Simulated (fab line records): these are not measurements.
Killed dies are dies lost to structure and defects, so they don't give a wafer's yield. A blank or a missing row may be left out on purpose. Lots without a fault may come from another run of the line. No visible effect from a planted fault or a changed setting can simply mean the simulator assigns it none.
Which of the tools did it? :: flow sky130 :: 72 wafers from 24 lots sampled at 6 of the route's 708 steps

WHAT THE GAUGES SHOWED, per wafer
SKY_LI_CONTACT_RS_MEAS_22: measurement is done with a four-point probe. Usual: LI_CONTACT_W_RS typically reads 0.2865 ohm/sq, with standard deviation 0.0029.
lot: L075
measured: day 29 21:52
on: filmMetro-03
LI_CONTACT_W_RS (ohm/sq): 0.2876 0.2898 0.2883
flag: 

lot: L074
measured: day 30 00:01
on: filmMetro-01
LI_CONTACT_W_RS (ohm/sq): 0.2897 0.2928 0.2909
flag: 

lot: L076
measured: day 30 10:13
on: filmMetro-02
LI_CONTACT_W_RS (ohm/sq): 0.2903 0.2900 0.2844
flag: 

lot: L077
measured: day 30 13:49
on: filmMetro-03
LI_CONTACT_W_RS (ohm/sq): 0.2865 0.2882 0.2846
flag: 

lot: L078
measured: day 30 23:49
on: filmMetro-02
LI_CONTACT_W_RS (ohm/sq): 0.2836 0.2829 0.2823
flag: 

lot: L079
measured: day 31 03:40
on: filmMetro-01
LI_CONTACT_W_RS (ohm/sq): 0.2848 0.2832 0.2862
flag: 

lot: L080
measured: day 31 13:22
on: filmMetro-02
LI_CONTACT_W_RS (ohm/sq): 0.2836 0.2869 0.2853
flag: 

lot: L081
measured: day 31 16:44
on: filmMetro-01
LI_CONTACT_W_RS (ohm/sq): 0.2851 0.2833 0.2881
flag: 

lot: L082
measured: day 32 01:25
on: filmMetro-02
LI_CONTACT_W_RS (ohm/sq): 0.2859 0.2883 0.2863
flag: 

lot: L083
measured: day 32 09:07
on: filmMetro-02
LI_CONTACT_W_RS (ohm/sq): 0.2840 0.2839 0.2852
flag: 

lot: L084
measured: day 32 13:02
on: filmMetro-03
LI_CONTACT_W_RS (ohm/sq): 0.2879 0.2885 0.2866
flag: 

lot: L085
measured: day 33 00:50
on: filmMetro-02
LI_CONTACT_W_RS (ohm/sq): 0.2868 0.2889 0.2894
flag: 

lot: L086
measured: day 33 07:40
on: filmMetro-02
LI_CONTACT_W_RS (ohm/sq): 0.2848 0.2872 0.2842
flag: 

lot: L087
measured: day 33 13:58
on: filmMetro-02
LI_CONTACT_W_RS (ohm/sq): 0.2891 0.2891 0.2851
flag: 

lot: L088
measured: day 34 03:47
on: filmMetro-02
LI_CONTACT_W_RS (ohm/sq): 0.2842 0.2862 0.2867
flag: 

lot: L089
measured: day 34 05:35
on: filmMetro-01
LI_CONTACT_W_RS (ohm/sq): 0.2900 0.2888 0.2890
flag: 

lot: L090
measured: day 34 22:19
on: filmMetro-01
LI_CONTACT_W_RS (ohm/sq): 0.2855 0.2825 0.2879
flag: 

lot: L091
measured: day 35 03:40
on: filmMetro-01
LI_CONTACT_W_RS (ohm/sq): 0.2860 0.2865 0.2884
flag: 

lot: L093
measured: day 35 04:49
on: filmMetro-01
LI_CONTACT_W_RS (ohm/sq): 0.2836 0.2855 0.2854
flag: 

lot: L092
measured: day 35 08:31
on: filmMetro-01
LI_CONTACT_W_RS (ohm/sq): 0.2816 0.2812 0.2814
flag: 

lot: L094
measured: day 35 14:55
on: filmMetro-02
LI_CONTACT_W_RS (ohm/sq): 0.2831 0.2819 0.2830
flag: 

lot: L095
measured: day 36 06:50
on: filmMetro-03
LI_CONTACT_W_RS (ohm/sq): 0.2854 0.2850 0.2885
flag: 

lot: L096
measured: day 36 14:23
on: filmMetro-03
LI_CONTACT_W_RS (ohm/sq): 0.2885 0.2936 0.2913
flag: 

lot: L097
measured: day 37 01:25
on: filmMetro-03
LI_CONTACT_W_RS (ohm/sq): 0.2834 0.2868 0.2861
flag: 

SKY_VIA1_RS_MEAS_22: measurement is done with a four-point probe. Usual: VIA1_W_RS typically reads 0.427 ohm/sq, with standard deviation 0.0038.
lot: L075
measured: day 34 15:51
on: filmMetro-02
VIA1_W_RS (ohm/sq): 0.418 0.423 0.424
flag: 

lot: L074
measured: day 34 19:17
on: filmMetro-02
VIA1_W_RS (ohm/sq): 0.428 0.427 0.429
flag: 

lot: L076
measured: day 35 05:16
on: filmMetro-01
VIA1_W_RS (ohm/sq): 0.428 0.423 0.429
flag: 

lot: L077
measured: day 35 09:23
on: filmMetro-02
VIA1_W_RS (ohm/sq): 0.422 0.423 0.425
flag: 

lot: L078
measured: day 35 17:43
on: filmMetro-03
VIA1_W_RS (ohm/sq): 0.428 0.425 0.423
flag: 

lot: L079
measured: day 35 20:41
on: filmMetro-01
VIA1_W_RS (ohm/sq): 0.427 0.433 0.428
flag: 

lot: L080
measured: day 36 07:49
on: filmMetro-03
VIA1_W_RS (ohm/sq): 0.422 0.429 0.427
flag: 

lot: L081
measured: day 36 09:56
on: filmMetro-01
VIA1_W_RS (ohm/sq): 0.429 0.425 0.428
flag: 

lot: L082
measured: day 36 18:15
on: filmMetro-02
VIA1_W_RS (ohm/sq): 0.426 0.429 0.427
flag: 

lot: L083
measured: day 37 00:38
on: filmMetro-03
VIA1_W_RS (ohm/sq): 0.425 0.430 0.428
flag: 

lot: L084
measured: day 37 07:16
on: filmMetro-01
VIA1_W_RS (ohm/sq): 0.426 0.425 0.430
flag: 

lot: L085
measured: day 37 16:59
on: filmMetro-02
VIA1_W_RS (ohm/sq): 0.434 0.431 0.426
flag: 

lot: L086
measured: day 37 22:43
on: filmMetro-01
VIA1_W_RS (ohm/sq): 0.424 0.428 0.426
flag: 

lot: L087
measured: day 38 05:39
on: filmMetro-02
VIA1_W_RS (ohm/sq): 0.424 0.426 0.426
flag: 

lot: L088
measured: day 38 17:23
on: filmMetro-03
VIA1_W_RS (ohm/sq): 0.427 0.431 0.420
flag: 

lot: L089
measured: day 38 20:34
on: filmMetro-03
VIA1_W_RS (ohm/sq): 0.422 0.423 0.428
flag: 

lot: L090
measured: day 39 11:10
on: filmMetro-02
VIA1_W_RS (ohm/sq): 0.425 0.434 0.434
flag: 

lot: L091
measured: day 39 15:30
on: filmMetro-01
VIA1_W_RS (ohm/sq): 0.429 0.434 0.430
flag: 

lot: L093
measured: day 39 18:37
on: filmMetro-03
VIA1_W_RS (ohm/sq): 0.427 0.429 0.430
flag: 

lot: L092
measured: day 39 21:38
on: filmMetro-02
VIA1_W_RS (ohm/sq): 0.419 0.424 0.421
flag: 

lot: L094
measured: day 40 02:43
on: filmMetro-01
VIA1_W_RS (ohm/sq): 0.429 0.424 0.427
flag: 

lot: L095
measured: day 40 18:39
on: filmMetro-01
VIA1_W_RS (ohm/sq): 0.429 0.432 0.435
flag: 

lot: L096
measured: day 41 02:48
on: filmMetro-03
VIA1_W_RS (ohm/sq): 0.433 0.429 0.425
flag: 

lot: L097
measured: day 41 12:22
on: filmMetro-03
VIA1_W_RS (ohm/sq): 0.438 0.424 0.425
flag: 

SKY_METAL2_OVL_MEAS_16. Usual: METAL2_OVL typically reads 0 nm, with standard deviation 5.1.
lot: L075
measured: day 35 19:04
on: overlay-01
METAL2_OVL (nm): -7 -3 -3
flag: 

lot: L074
measured: day 35 22:39
on: overlay-01
METAL2_OVL (nm): 1 0 6
flag: 

lot: L076
measured: day 36 08:38
on: overlay-01
METAL2_OVL (nm): -2 0 -1
flag: 

lot: L077
measured: day 36 12:50
on: overlay-01
METAL2_OVL (nm): -2 8 -4
flag: 

lot: L078
measured: day 36 20:23
on: overlay-02
METAL2_OVL (nm): -7 -1 -9
flag: 

lot: L079
measured: day 36 22:45
on: overlay-02
METAL2_OVL (nm): 9 7 0
flag: 

lot: L080
measured: day 37 10:47
on: overlay-01
METAL2_OVL (nm): 0 1 0
flag: 

lot: L081
measured: day 37 12:34
on: overlay-02
METAL2_OVL (nm): -1 -3 2
flag: 

lot: L082
measured: day 37 20:43
on: overlay-01
METAL2_OVL (nm): 1 0 6
flag: 

lot: L083
measured: day 38 03:11
on: overlay-01
METAL2_OVL (nm): 5 -6 0
flag: 

lot: L084
measured: day 38 09:09
on: overlay-01
METAL2_OVL (nm): 4 1 12
flag: 

lot: L085
measured: day 38 19:32
on: overlay-01
METAL2_OVL (nm): -1 6 1
flag: 

lot: L086
measured: day 39 00:17
on: overlay-02
METAL2_OVL (nm): 2 5 0
flag: 

lot: L087
measured: day 39 07:51
on: overlay-01
METAL2_OVL (nm): -7 0 -8
flag: 

lot: L088
measured: day 39 18:53
on: overlay-02
METAL2_OVL (nm): 4 -2 6
flag: 

lot: L089
measured: day 39 22:34
on: overlay-01
METAL2_OVL (nm): -5 6 -1
flag: 

lot: L090
measured: day 40 12:05
on: overlay-02
METAL2_OVL (nm): 4 14 4
flag: 

lot: L091
measured: day 40 16:35
on: overlay-01
METAL2_OVL (nm): -14 -7 -14
flag: 

lot: L093
measured: day 40 20:14
on: overlay-01
METAL2_OVL (nm): -4 1 1
flag: 

lot: L092
measured: day 40 22:41
on: overlay-01
METAL2_OVL (nm): 1 -7 0
flag: 

lot: L094
measured: day 41 04:05
on: overlay-02
METAL2_OVL (nm): 2 5 1
flag: 

lot: L095
measured: day 41 19:23
on: overlay-02
METAL2_OVL (nm): -1 -8 2
flag: 

lot: L096
measured: day 42 03:38
on: overlay-01
METAL2_OVL (nm): -9 -8 0
flag: 

lot: L097
measured: day 42 12:57
on: overlay-02
METAL2_OVL (nm): 5 1 9
flag: 

WHAT TOOL EACH LOT RAN ON (gives the tool, then ch and the chambers of the sampled wafers, and finally the start)
lot: L075
SKY_LI_CONTACT_SPUTTER_19: pvdSputter-02, day 29 21:33
SKY_CONTACT_SPUTTER_23: pvdSputter-04, day 32 07:53
SKY_METAL2_SPUTTER_01: pvdSputter-03, day 34 16:17

lot: L074
SKY_LI_CONTACT_SPUTTER_19: pvdSputter-04, day 29 23:44
SKY_CONTACT_SPUTTER_23: pvdSputter-04, day 32 10:48
SKY_METAL2_SPUTTER_01: pvdSputter-03, day 34 19:46

lot: L076
SKY_LI_CONTACT_SPUTTER_19: pvdSputter-01, day 30 09:58
SKY_CONTACT_SPUTTER_23: pvdSputter-03, day 32 20:50
SKY_METAL2_SPUTTER_01: pvdSputter-01, day 35 05:46

lot: L077
SKY_LI_CONTACT_SPUTTER_19: pvdSputter-01, day 30 13:34
SKY_CONTACT_SPUTTER_23: pvdSputter-04, day 33 00:30
SKY_METAL2_SPUTTER_01: pvdSputter-02, day 35 09:53

lot: L078
SKY_LI_CONTACT_SPUTTER_19: pvdSputter-01, day 30 23:33
SKY_CONTACT_SPUTTER_23: pvdSputter-04, day 33 09:33
SKY_METAL2_SPUTTER_01: pvdSputter-02, day 35 18:13

lot: L079
SKY_LI_CONTACT_SPUTTER_19: pvdSputter-04, day 31 03:23
SKY_CONTACT_SPUTTER_23: pvdSputter-02, day 33 12:02
SKY_METAL2_SPUTTER_01: pvdSputter-03, day 35 21:10

lot: L080
SKY_LI_CONTACT_SPUTTER_19: pvdSputter-04, day 31 13:07
SKY_CONTACT_SPUTTER_23: pvdSputter-04, day 33 23:30
SKY_METAL2_SPUTTER_01: pvdSputter-02, day 36 08:20

lot: L081
SKY_LI_CONTACT_SPUTTER_19: pvdSputter-04, day 31 16:25
SKY_CONTACT_SPUTTER_23: pvdSputter-03, day 34 01:21
SKY_METAL2_SPUTTER_01: pvdSputter-01, day 36 10:22

lot: L082
SKY_LI_CONTACT_SPUTTER_19: pvdSputter-04, day 32 01:06
SKY_CONTACT_SPUTTER_23: pvdSputter-02, day 34 10:51
SKY_METAL2_SPUTTER_01: pvdSputter-01, day 36 18:41

lot: L083
SKY_LI_CONTACT_SPUTTER_19: pvdSputter-04, day 32 08:51
SKY_CONTACT_SPUTTER_23: pvdSputter-02, day 34 17:06
SKY_METAL2_SPUTTER_01: pvdSputter-03, day 37 01:08

lot: L084
SKY_LI_CONTACT_SPUTTER_19: pvdSputter-04, day 32 12:44
SKY_CONTACT_SPUTTER_23: pvdSputter-04, day 34 23:00
SKY_METAL2_SPUTTER_01: pvdSputter-03, day 37 07:44

lot: L085
SKY_LI_CONTACT_SPUTTER_19: pvdSputter-02, day 33 00:34
SKY_CONTACT_SPUTTER_23: pvdSputter-04, day 35 09:12
SKY_METAL2_SPUTTER_01: pvdSputter-03, day 37 17:29

lot: L086
SKY_LI_CONTACT_SPUTTER_19: pvdSputter-01, day 33 07:25
SKY_CONTACT_SPUTTER_23: pvdSputter-03, day 35 16:00
SKY_METAL2_SPUTTER_01: pvdSputter-02, day 37 23:13

lot: L087
SKY_LI_CONTACT_SPUTTER_19: pvdSputter-04, day 33 13:40
SKY_CONTACT_SPUTTER_23: pvdSputter-02, day 35 21:57
SKY_METAL2_SPUTTER_01: pvdSputter-03, day 38 06:07

lot: L088
SKY_LI_CONTACT_SPUTTER_19: pvdSputter-01, day 34 03:30
SKY_CONTACT_SPUTTER_23: pvdSputter-02, day 36 10:25
SKY_METAL2_SPUTTER_01: pvdSputter-03, day 38 17:52

lot: L089
SKY_LI_CONTACT_SPUTTER_19: pvdSputter-01, day 34 05:16
SKY_CONTACT_SPUTTER_23: pvdSputter-04, day 36 13:29
SKY_METAL2_SPUTTER_01: pvdSputter-03, day 38 21:10

lot: L090
SKY_LI_CONTACT_SPUTTER_19: pvdSputter-02, day 34 22:03
SKY_CONTACT_SPUTTER_23: pvdSputter-03, day 37 05:28
SKY_METAL2_SPUTTER_01: pvdSputter-02, day 39 11:40

lot: L091
SKY_LI_CONTACT_SPUTTER_19: pvdSputter-04, day 35 03:24
SKY_CONTACT_SPUTTER_23: pvdSputter-02, day 37 10:05
SKY_METAL2_SPUTTER_01: pvdSputter-02, day 39 16:00

lot: L093
SKY_LI_CONTACT_SPUTTER_19: pvdSputter-02, day 35 04:33
SKY_CONTACT_SPUTTER_23: pvdSputter-03, day 37 12:19
SKY_METAL2_SPUTTER_01: pvdSputter-02, day 39 19:07

lot: L092
SKY_LI_CONTACT_SPUTTER_19: pvdSputter-02, day 35 08:15
SKY_CONTACT_SPUTTER_23: pvdSputter-03, day 37 15:51
SKY_METAL2_SPUTTER_01: pvdSputter-02, day 39 22:09

lot: L094
SKY_LI_CONTACT_SPUTTER_19: pvdSputter-04, day 35 14:40
SKY_CONTACT_SPUTTER_23: pvdSputter-02, day 37 21:06
SKY_METAL2_SPUTTER_01: pvdSputter-01, day 40 03:13

lot: L095
SKY_LI_CONTACT_SPUTTER_19: pvdSputter-02, day 36 06:34
SKY_CONTACT_SPUTTER_23: pvdSputter-04, day 38 13:47
SKY_METAL2_SPUTTER_01: pvdSputter-01, day 40 19:10

lot: L096
SKY_LI_CONTACT_SPUTTER_19: pvdSputter-02, day 36 14:07
SKY_CONTACT_SPUTTER_23: pvdSputter-04, day 38 21:50
SKY_METAL2_SPUTTER_01: pvdSputter-03, day 41 03:19

lot: L097
SKY_LI_CONTACT_SPUTTER_19: pvdSputter-04, day 37 01:07
SKY_CONTACT_SPUTTER_23: pvdSputter-04, day 39 08:20
SKY_METAL2_SPUTTER_01: pvdSputter-01, day 41 12:49
- SKY_LI_CONTACT_SPUTTER_19: material Ti, target thk 20 nm, time 106.37 s.
- SKY_CONTACT_SPUTTER_23: material TiN, target thk 20 nm, time 80 s.
- SKY_METAL2_SPUTTER_01: material TiN, target thk 20 nm, time 16.7 s.

WHAT THE TOOLS THEMSELVES READ (means of the sampled wafers that have a number; where no wafer has one, the mark that the record gives instead)
SKY_LI_CONTACT_SPUTTER_19. Usual: cathodeDcPowerW 2500.0 W, standard deviation 0.45; throttleValvePct 30.2 %, standard deviation 0.8.
lot: L075
tool: pvdSputter-02
cathodeDcPowerW (W): 2500.5
throttleValvePct (%): 30.2
flag: 

lot: L074
tool: pvdSputter-04
cathodeDcPowerW (W): 2500.1
throttleValvePct (%): 29.7
flag: 

lot: L076
tool: pvdSputter-01
cathodeDcPowerW (W): 2499.7
throttleValvePct (%): 30.4
flag: 

lot: L077
tool: pvdSputter-01
cathodeDcPowerW (W): 2500.3
throttleValvePct (%): 30.2
flag: 

lot: L078
tool: pvdSputter-01
cathodeDcPowerW (W): 2500.1
throttleValvePct (%): 30.6
flag: 

lot: L079
tool: pvdSputter-04
cathodeDcPowerW (W): 2500.6
throttleValvePct (%): 29.5
flag: 

lot: L080
tool: pvdSputter-04
cathodeDcPowerW (W): 2500.0
throttleValvePct (%): 30.3
flag: 

lot: L081
tool: pvdSputter-04
cathodeDcPowerW (W): 2500.2
throttleValvePct (%): 30.1
flag: 

lot: L082
tool: pvdSputter-04
cathodeDcPowerW (W): 2499.7
throttleValvePct (%): 30.3
flag: 

lot: L083
tool: pvdSputter-04
cathodeDcPowerW (W): 2499.8
throttleValvePct (%): 30.3
flag: 

lot: L084
tool: pvdSputter-04
cathodeDcPowerW (W): 2500.0
throttleValvePct (%): 29.8
flag: 

lot: L085
tool: pvdSputter-02
cathodeDcPowerW (W): 2500.0
throttleValvePct (%): 30.3
flag: 

lot: L086
tool: pvdSputter-01
cathodeDcPowerW (W): 2500.3
throttleValvePct (%): 30.3
flag: 

lot: L087
tool: pvdSputter-04
cathodeDcPowerW (W): 2499.6
throttleValvePct (%): 30.5
flag: 

lot: L088
tool: pvdSputter-01
cathodeDcPowerW (W): 2499.8
throttleValvePct (%): 30.5
flag: 

lot: L089
tool: pvdSputter-01
cathodeDcPowerW (W): 2500.2
throttleValvePct (%): 30.6
flag: 

lot: L090
tool: pvdSputter-02
cathodeDcPowerW (W): 2499.9
throttleValvePct (%): 30.0
flag: 

lot: L091
tool: pvdSputter-04
cathodeDcPowerW (W): 2500.3
throttleValvePct (%): 29.8
flag: 

lot: L093
tool: pvdSputter-02
cathodeDcPowerW (W): 2500.2
throttleValvePct (%): 29.8
flag: 

lot: L092
tool: pvdSputter-02
cathodeDcPowerW (W): 2500.1
throttleValvePct (%): 30.2
flag: 

lot: L094
tool: pvdSputter-04
cathodeDcPowerW (W): 2500.3
throttleValvePct (%): 30.3
flag: 

lot: L095
tool: pvdSputter-02
cathodeDcPowerW (W): 2499.4
throttleValvePct (%): 30.6
flag: 

lot: L096
tool: pvdSputter-02
cathodeDcPowerW (W): 2499.8
throttleValvePct (%): 29.8
flag: 

lot: L097
tool: pvdSputter-04
cathodeDcPowerW (W): 2500.3
throttleValvePct (%): 30.5
flag: 

SKY_CONTACT_SPUTTER_23. Usual: cathodeDcPowerW 4000.0 W, standard deviation 0.7; throttleValvePct 30.2 %, standard deviation 0.83.
lot: L075
tool: pvdSputter-04
cathodeDcPowerW (W): 4000.1
throttleValvePct (%): 30.3
flag: 

lot: L074
tool: pvdSputter-04
cathodeDcPowerW (W): 4000.0
throttleValvePct (%): 30.4
flag: 

lot: L076
tool: pvdSputter-03
cathodeDcPowerW (W): 4000.0
throttleValvePct (%): 30.3
flag: 

lot: L077
tool: pvdSputter-04
cathodeDcPowerW (W): 3999.7
throttleValvePct (%): 29.7
flag: 

lot: L078
tool: pvdSputter-04
cathodeDcPowerW (W): 4000.0
throttleValvePct (%): 30.2
flag: 

lot: L079
tool: pvdSputter-02
cathodeDcPowerW (W): 3999.8
throttleValvePct (%): 30.4
flag: 

lot: L080
tool: pvdSputter-04
cathodeDcPowerW (W): 3999.8
throttleValvePct (%): 29.8
flag: 

lot: L081
tool: pvdSputter-03
cathodeDcPowerW (W): 3999.6
throttleValvePct (%): 30.3
flag: 

lot: L082
tool: pvdSputter-02
cathodeDcPowerW (W): 3999.8
throttleValvePct (%): 29.4
flag: 

lot: L083
tool: pvdSputter-02
cathodeDcPowerW (W): 4000.2
throttleValvePct (%): 30.1
flag: 

lot: L084
tool: pvdSputter-04
cathodeDcPowerW (W): 4001.1
throttleValvePct (%): 30.9
flag: 

lot: L085
tool: pvdSputter-04
cathodeDcPowerW (W): 4000.0
throttleValvePct (%): 30.0
flag: 

lot: L086
tool: pvdSputter-03
cathodeDcPowerW (W): 4000.0
throttleValvePct (%): 30.1
flag: 

lot: L087
tool: pvdSputter-02
cathodeDcPowerW (W): 4000.4
throttleValvePct (%): 30.8
flag: 

lot: L088
tool: pvdSputter-02
cathodeDcPowerW (W): 3999.3
throttleValvePct (%): 29.4
flag: 

lot: L089
tool: pvdSputter-04
cathodeDcPowerW (W): 4000.8
throttleValvePct (%): 30.6
flag: 

lot: L090
tool: pvdSputter-03
cathodeDcPowerW (W): 4000.0
throttleValvePct (%): 29.9
flag: 

lot: L091
tool: pvdSputter-02
cathodeDcPowerW (W): 3999.3
throttleValvePct (%): 29.6
flag: 

lot: L093
tool: pvdSputter-03
cathodeDcPowerW (W): 3999.9
throttleValvePct (%): 30.2
flag: 

lot: L092
tool: pvdSputter-03
cathodeDcPowerW (W): 3999.9
throttleValvePct (%): 30.4
flag: 

lot: L094
tool: pvdSputter-02
cathodeDcPowerW (W): 4000.0
throttleValvePct (%): 30.2
flag: 

lot: L095
tool: pvdSputter-04
cathodeDcPowerW (W): 3999.9
throttleValvePct (%): 30.3
flag: 

lot: L096
tool: pvdSputter-04
cathodeDcPowerW (W): 3999.9
throttleValvePct (%): 30.3
flag: 

lot: L097
tool: pvdSputter-04
cathodeDcPowerW (W): 3999.6
throttleValvePct (%): 31.3
flag: 

SKY_METAL2_SPUTTER_01. Usual: cathodeDcPowerW 6500.1 W, standard deviation 1.3; throttleValvePct 30.2 %, standard deviation 0.71.
lot: L075
tool: pvdSputter-03
cathodeDcPowerW (W): 6499.2
throttleValvePct (%): 30.2
flag: 

lot: L074
tool: pvdSputter-03
cathodeDcPowerW (W): 6500.7
throttleValvePct (%): 30.2
flag: 

lot: L076
tool: pvdSputter-01
cathodeDcPowerW (W): 6500.6
throttleValvePct (%): 30.3
flag: 

lot: L077
tool: pvdSputter-02
cathodeDcPowerW (W): 6498.8
throttleValvePct (%): 29.9
flag: 

lot: L078
tool: pvdSputter-02
cathodeDcPowerW (W): 6500.2
throttleValvePct (%): 30.1
flag: 

lot: L079
tool: pvdSputter-03
cathodeDcPowerW (W): 6499.7
throttleValvePct (%): 30.3
flag: 

lot: L080
tool: pvdSputter-02
cathodeDcPowerW (W): 6500.0
throttleValvePct (%): 30.2
flag: 

lot: L081
tool: pvdSputter-01
cathodeDcPowerW (W): 6500.7
throttleValvePct (%): 30.7
flag: 

lot: L082
tool: pvdSputter-01
cathodeDcPowerW (W): 6500.3
throttleValvePct (%): 30.4
flag: 

lot: L083
tool: pvdSputter-03
cathodeDcPowerW (W): 6500.1
throttleValvePct (%): 29.8
flag: 

lot: L084
tool: pvdSputter-03
cathodeDcPowerW (W): 6501.0
throttleValvePct (%): 30.1
flag: 

lot: L085
tool: pvdSputter-03
cathodeDcPowerW (W): 6499.5
throttleValvePct (%): 30.3
flag: 

lot: L086
tool: pvdSputter-02
cathodeDcPowerW (W): 6500.1
throttleValvePct (%): 29.9
flag: 

lot: L087
tool: pvdSputter-03
cathodeDcPowerW (W): 6498.4
throttleValvePct (%): 30.3
flag: 

lot: L088
tool: pvdSputter-03
cathodeDcPowerW (W): 6502.1
throttleValvePct (%): 30.2
flag: 

lot: L089
tool: pvdSputter-03
cathodeDcPowerW (W): 6500.3
throttleValvePct (%): 30.4
flag: 

lot: L090
tool: pvdSputter-02
cathodeDcPowerW (W): 6499.7
throttleValvePct (%): 30.7
flag: 

lot: L091
tool: pvdSputter-02
cathodeDcPowerW (W): 6498.9
throttleValvePct (%): 29.3
flag: 

lot: L093
tool: pvdSputter-02
cathodeDcPowerW (W): 6499.6
throttleValvePct (%): 29.2
flag: 

lot: L092
tool: pvdSputter-02
cathodeDcPowerW (W): 6500.9
throttleValvePct (%): 30.1
flag: 

lot: L094
tool: pvdSputter-01
cathodeDcPowerW (W): 6500.0
throttleValvePct (%): 30.6
flag: 

lot: L095
tool: pvdSputter-01
cathodeDcPowerW (W): 6500.8
throttleValvePct (%): 30.3
flag: 

lot: L096
tool: pvdSputter-03
cathodeDcPowerW (W): 6500.0
throttleValvePct (%): 30.1
flag: 

lot: L097
tool: pvdSputter-01
cathodeDcPowerW (W): 6500.3
throttleValvePct (%): 30.4
flag: 

THE ANSWER, worked out from the rows above alone
Rule: a lot counts as off when the mean over its wafers that have a number is more than 3 standard deviations away from the usual mean. A lot without any number at a reading at which 4 lots or more have one is off too. Any other lot the step has rows for is counted as sound. After the gauges, taken in route order, come the tools' own readings; for these a lot's mean is taken, as printed above. The first step at which some lot is off is used, and at that step the reading that is off furthest; a lot without a number counts as furthest.
Nothing can be told from this: no lot is off at any reading shown.

WHAT THE SIMULATOR HAD PUT IN
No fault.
